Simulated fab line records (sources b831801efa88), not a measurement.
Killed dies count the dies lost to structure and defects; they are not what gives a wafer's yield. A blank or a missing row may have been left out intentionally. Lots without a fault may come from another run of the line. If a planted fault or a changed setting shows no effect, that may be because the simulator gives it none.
Which tool was responsible? || flow sky130 || Sampling: 12 lots, 36 wafers, 2 of 708 route steps

== WHAT THE GAUGES SHOWED, per wafer ==
SKY_METAL5_RS_MEAS_05: measures by four-point-probe.
{"lot": "L533", "measured": "day 43 06:16", "on": "filmMetro-04", "METAL5_ALCU_RS (ohm/sq)": "0.02709 0.02722 0.0272"}
{"lot": "L535", "measured": "day 43 16:22", "on": "filmMetro-03", "METAL5_ALCU_RS (ohm/sq)": "0.02697 0.02752 0.02694"}
{"lot": "L536", "measured": "day 43 23:36", "on": "filmMetro-02", "METAL5_ALCU_RS (ohm/sq)": "0.02658 0.02696 0.02685"}
{"lot": "L539", "measured": "day 44 19:46", "on": "filmMetro-03", "METAL5_ALCU_RS (ohm/sq)": "0.02665 0.02706 0.02676"}
{"lot": "L541", "measured": "day 45 20:20", "on": "filmMetro-03", "METAL5_ALCU_RS (ohm/sq)": "0.02693 0.02704 0.02699"}
{"lot": "L542", "measured": "day 45 20:30", "on": "filmMetro-02", "METAL5_ALCU_RS (ohm/sq)": "0.02702 0.0273 0.0273"}
{"lot": "L544", "measured": "day 46 04:52", "on": "filmMetro-03", "METAL5_ALCU_RS (ohm/sq)": "0.02686 0.02678 0.02677"}
{"lot": "L545", "measured": "day 46 10:55", "on": "filmMetro-02", "METAL5_ALCU_RS (ohm/sq)": "0.0266 0.02666 0.02676"}
{"lot": "L552", "measured": "day 48 04:19", "on": "filmMetro-04", "METAL5_ALCU_RS (ohm/sq)": "0.02652 0.02657 0.02638"}
{"lot": "L554", "measured": "day 48 14:45", "on": "filmMetro-02", "METAL5_ALCU_RS (ohm/sq)": "0.02641 0.02651 0.02655"}
{"lot": "L555", "measured": "day 48 19:46", "on": "filmMetro-04", "METAL5_ALCU_RS (ohm/sq)": "0.02687 0.02682 0.02677"}
{"lot": "L556", "measured": "day 48 23:17", "on": "filmMetro-03", "METAL5_ALCU_RS (ohm/sq)": "0.02688 0.02649 0.02683"}

== TOOL THAT RAN EACH LOT (tool first, then ch and the chambers of the sampled wafers, then the start) ==
{"lot": "L533", "SKY_METAL5_SPUTTER_03": "pvdSputter-03, day 43 06:12"}
{"lot": "L535", "SKY_METAL5_SPUTTER_03": "pvdSputter-03, day 43 16:16"}
{"lot": "L536", "SKY_METAL5_SPUTTER_03": "pvdSputter-03, day 43 23:31"}
{"lot": "L539", "SKY_METAL5_SPUTTER_03": "pvdSputter-03, day 44 19:41"}
{"lot": "L541", "SKY_METAL5_SPUTTER_03": "pvdSputter-03, day 45 20:16"}
{"lot": "L542", "SKY_METAL5_SPUTTER_03": "pvdSputter-04, day 45 20:25"}
{"lot": "L544", "SKY_METAL5_SPUTTER_03": "pvdSputter-03, day 46 04:48"}
{"lot": "L545", "SKY_METAL5_SPUTTER_03": "pvdSputter-04, day 46 10:50"}
{"lot": "L552", "SKY_METAL5_SPUTTER_03": "pvdSputter-02, day 48 04:15"}
{"lot": "L554", "SKY_METAL5_SPUTTER_03": "pvdSputter-02, day 48 14:41"}
{"lot": "L555", "SKY_METAL5_SPUTTER_03": "pvdSputter-02, day 48 19:42"}
{"lot": "L556", "SKY_METAL5_SPUTTER_03": "pvdSputter-02, day 48 23:12"}
- SKY_METAL5_SPUTTER_03: material Ti, target thk 5 nm, time 3.3 s.

== WHAT THE TOOLS THEMSELVES READ (means of the sampled wafers that have a number; where no wafer has one, the mark that the record gives instead) ==
SKY_METAL5_SPUTTER_03.
{"lot": "L533", "tool": "pvdSputter-03", "chamberPressurePa (Pa)": 0.3996, "throttleValvePct (%)": 30.1}
{"lot": "L535", "tool": "pvdSputter-03", "chamberPressurePa (Pa)": 0.3995, "throttleValvePct (%)": 29.9}
{"lot": "L536", "tool": "pvdSputter-03", "chamberPressurePa (Pa)": 0.4011, "throttleValvePct (%)": 30.4}
{"lot": "L539", "tool": "pvdSputter-03", "chamberPressurePa (Pa)": 0.4014, "throttleValvePct (%)": 30.5}
{"lot": "L541", "tool": "pvdSputter-03", "chamberPressurePa (Pa)": 0.4002, "throttleValvePct (%)": 29.9}
{"lot": "L542", "tool": "pvdSputter-04", "chamberPressurePa (Pa)": 0.4005, "throttleValvePct (%)": 29.4}
{"lot": "L544", "tool": "pvdSputter-03", "chamberPressurePa (Pa)": 0.3993, "throttleValvePct (%)": 29.8}
{"lot": "L545", "tool": "pvdSputter-04", "chamberPressurePa (Pa)": 0.4005, "throttleValvePct (%)": 29.2}
{"lot": "L552", "tool": "pvdSputter-02", "chamberPressurePa (Pa)": 0.3999, "throttleValvePct (%)": 29.5}
{"lot": "L554", "tool": "pvdSputter-02", "chamberPressurePa (Pa)": 0.4000, "throttleValvePct (%)": 30.1}
{"lot": "L555", "tool": "pvdSputter-02", "chamberPressurePa (Pa)": 0.3999, "throttleValvePct (%)": 30.6}
{"lot": "L556", "tool": "pvdSputter-02", "chamberPressurePa (Pa)": 0.3996, "throttleValvePct (%)": 30.7}

== THE ANSWER, worked out from the rows above alone ==
Rule: usual is defined by the lots themselves. Put in order of their means at a reading, lots are off if they are a third of the lots or fewer, leave a main group of 4 or more, and stand apart from it by a gap of 3 or more times the standard deviation of the main group's means; of several such gaps the widest counts. Not used: any main group whose means are identical at the precision the tables above print for the reading. Also off: a lot with no number at a reading for which 4 or more lots have one. Any other lot the step has rows for is counted as sound. After the gauges, taken in route order, come the tools' own readings; for these a lot's mean is taken, as printed above. The first step at which some lot is off is used, and at that step the reading that is off furthest; a lot without a number counts as furthest.
Across all readings shown, no lot is off: no conclusion can be drawn from this.

== WHAT THE SIMULATOR HAD PUT IN ==
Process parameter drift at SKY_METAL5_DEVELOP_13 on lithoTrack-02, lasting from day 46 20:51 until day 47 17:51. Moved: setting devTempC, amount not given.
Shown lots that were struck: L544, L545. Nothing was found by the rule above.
